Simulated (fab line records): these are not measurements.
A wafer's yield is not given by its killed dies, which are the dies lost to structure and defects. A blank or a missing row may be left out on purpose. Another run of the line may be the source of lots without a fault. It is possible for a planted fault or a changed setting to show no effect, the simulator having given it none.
Split-lot experiment ; flow sfq line ; 23 wafers read across 5 lots, on a route 325 steps long

== ON THE SPLIT ==
At SFQ_TRILAYER_M4_LITHO_PEB_096 (peb time 60 s), the setting peb temp c was moved away from the recipe's 115 C on 4 of the 23 wafers read, by -2.9% to -1.3%. For the rest of the wafers, this setting stayed at what the recipe calls for.

== BETWEEN THE SPLIT AND THE READING: the file shows 1 step in between ==
- SFQ_TRILAYER_M4_LITHO_DEVELOP_095: time 60 s

== THE READING ==
M4.cd nm (the simulator's own value, which no gauge read), in nm, at SFQ_TRILAYER_M4_BARC_OPEN_METAL_ETCH_123 (etches BARC in O2, target depth 125 nm, time 41.7 s). There is no usual value for it anywhere in the file. The 19 wafers here that ran the recipe average 499.3 nm, standard deviation 1.6 nm.

wafer;tool, chamber at the split;peb temp c as run, C;against the recipe;M4.cd nm, nm;against lot-mates on the recipe
L075.1;litho track-04, 0;115;recipe;498.6;-
L075.2;litho track-04, 0;115;recipe;500.4;-
L075.3;litho track-04, 0;115;recipe;500.5;-
L075.4;litho track-04, 0;115;recipe;498;-
L075.5;litho track-04, 0;115;recipe;499.3;-
L076.1;litho track-03, 0;111.7;-2.9%;565.6;+68.0
L076.2;litho track-03, 0;115;recipe;498.4;-
L076.4;litho track-03, 0;111.7;-2.9%;568.2;+70.6
L076.5;litho track-03, 0;115;recipe;497;-
L076.6;litho track-03, 0;115;recipe;497.5;-
L077.1;litho track-04, 0;115;recipe;501.7;-
L077.2;litho track-04, 0;113.5;-1.3%;530.5;+28.4
L077.3;litho track-04, 0;113.5;-1.3%;529.9;+27.8
L077.4;litho track-04, 0;115;recipe;502.4;-
L077.5;litho track-04, 0;115;recipe;502.3;-
L082.2;litho track-03, 0;115;recipe;497.8;-
L082.6;litho track-03, 0;115;recipe;497.8;-
L082.3;litho track-03, 0;115;recipe;498.4;-
L082.4;litho track-03, 0;115;recipe;499.5;-
L082.5;litho track-03, 0;115;recipe;497.6;-
L083.2;litho track-03, 0;115;recipe;500.5;-
L083.3;litho track-03, 0;115;recipe;499.8;-
L083.6;litho track-03, 0;115;recipe;499.6;-

FIT RESULTS
A straight line over all 23 wafers: M4.cd nm changes by -23.6 nm for each +1% of peb temp c; r = -1.00; the points scatter about the line by 1.6 nm.
The same after taking each lot's own level away (the mean of its wafers on the recipe; 23 wafers): -23.8 nm for each +1%; r = -1.00; scatter 1.2 nm.
Per that fit: largest peb temp c move, reading shift of 68 nm.
The span of the lots' own levels, 497.63 to 502.13 nm, comes to 2.8 times the standard deviation stated above.
The two slopes agree, so the slope changes little with the lot-to-lot level.
Check: with one of the wafers moved furthest among these (-2.9%) left out of the fit, the line predicts +68 nm for it against its lot-mates. Against them it came out at +68 nm.

== FURTHER SPLITS ON THESE WAFERS ==
These wafers also went through other splits before the reading. Each is held against what the fit with the lots' levels taken away leaves over:
other split on the same wafers;wafers away from the commonest value;r with M4.cd nm (lot level and that fit taken away)
SFQ_TRILAYER_M2_BARC_OPEN_METAL_ETCH_077 icp w;9;+0.24
SFQ_TRILAYER_I2_DEP_PECVD_063 rf w;10;+0.13
SFQ_TRILAYER_I2_VIA_LITHO_COAT_072 spin rpm;12;-0.16
SFQ_TRILAYER_M3_LITHO_COAT_080 spin rpm;8;+0.08
SFQ_TRILAYER_M3_BARC_OPEN_METAL_ETCH_100 pressure mtorr;18;+0.44
SFQ_TRILAYER_I3_VIA_LITHO_EXPOSE_086 dose mj;5;+0.11
SFQ_TRILAYER_M4_LITHO_COAT_093 resist thk nm;5;+0.04

== THE FILE'S OWN FIT ==
M4.cd nm changes by -23.7 nm for each +1% of peb temp c, r = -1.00.
